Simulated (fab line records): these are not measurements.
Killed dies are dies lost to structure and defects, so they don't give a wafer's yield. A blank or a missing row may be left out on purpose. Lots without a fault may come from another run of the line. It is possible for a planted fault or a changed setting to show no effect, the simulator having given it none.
Problem report, 8D (eight disciplines) form, completed by code || flow gf180mcu || the parts of the form that need people (team, actions taken, sign-off) are left out

## 1. WHAT IS WRONG
heaterPowerTotalW at GF_VT_IMPLANT_SOFTBAKE_25 reads a mean of 62.64 W on 3 wafers of 2 lots; wafers without a fault read 56.60 W with a standard deviation of 0.048. That is +99 or more standard deviations from the usual mean.
The step: time 60 s.
The first sign was on wafer L177.6 at day 8 21:00, on lithoTrack-01. At this step, 39 wafers from 13 lots have a number in the record. Rule for "out", or "out of limits": more than 4 standard deviations from the usual mean. The rest of the wafers with a number are treated as sound.

## 2. WHAT IT IS AND WHAT IT IS NOT
{"question": "which readings at this step", "is": "heaterPowerTotalW, runLengthS", "is not": "-"}
{"question": "which lots", "is": "L177, L178", "is not": "L169, L172, L174, L176, L183, L184, L185, L189, L190, L191, L192"}
{"question": "which wafers of those lots", "is": "L177.6, L178.5, L178.6", "is not": "L177.1, L177.4, L178.4"}
{"question": "read on which tools", "is": "lithoTrack-01", "is not": "lithoTrack-02, lithoTrack-04"}
{"question": "when", "is": "from day 8 21:00", "is not": "up to then (14 sound wafers); but 22 sound wafers of L178, L183, L184, L185, L189, L190, L191, L192 came after"}

## 3. SUSPECTS, AND WHAT RULES EACH OUT
Counting: any tool at a process step up to the reading remains a suspect provided it ran every lot that is out. Sound lots after the first of them don't rule it out here, since some wafers of a struck lot are sound.
- cmp-02 at GF_STI_CMP_25 (polishes, stops on Si3N4, t overpolish 33 s, target thk 524.6 nm): kept. Ran every lot that is out, first one L177 (day 4 00:50); last sound lot up to then L174 (day 3 07:17).
- lithoTrack-01 at GF_VT_IMPLANT_SOFTBAKE_25 (time 60 s): kept. Ran every lot that is out, first one L177 (day 8 21:00); last sound lot up to then L176 (day 8 13:42). Its own heaterPowerTotalW, runLengthS readings are out on those wafers.
After counting, cmp-02 at GF_STI_CMP_25 and lithoTrack-01 at GF_VT_IMPLANT_SOFTBAKE_25 remain.

## 4. THE CAUSE (what the simulator had put in)
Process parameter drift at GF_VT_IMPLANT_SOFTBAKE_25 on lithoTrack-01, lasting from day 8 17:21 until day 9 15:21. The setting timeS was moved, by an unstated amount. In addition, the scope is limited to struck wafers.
2 suspects survive the count, and this tool is in that group.

## 5. THE CHAIN OF EFFECTS, in route order
Each row: a reading where the mean over the struck wafers with a number is more than 3 standard deviations away from the usual. Readings are gone through only where the record gives a usual standard deviation; hours: the median, over the lots, of the time from a lot's start at the first step in this table giving one to that lot's start at this step; sigmas: the change measured in usual standard deviations.
{"hours": 0, "step": "GF_VT_IMPLANT_SOFTBAKE_25", "reading": "heaterPowerTotalW", "usual": "56.60 W", "on struck wafers": 62.64, "change": "+6.04", "sigmas": "+99 or more"}
{"hours": 0, "step": "GF_VT_IMPLANT_SOFTBAKE_25", "reading": "runLengthS", "usual": "89.24 s", "on struck wafers": 73.62, "change": -15.62, "sigmas": -74}
Its process steps:
- GF_VT_IMPLANT_SOFTBAKE_25: time 60 s.

## 6. WHAT WOULD HAVE CAUGHT IT SOONER
The fault began at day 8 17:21; the first out-of-limits reading in this record came at day 8 21:00, 4 hours later.
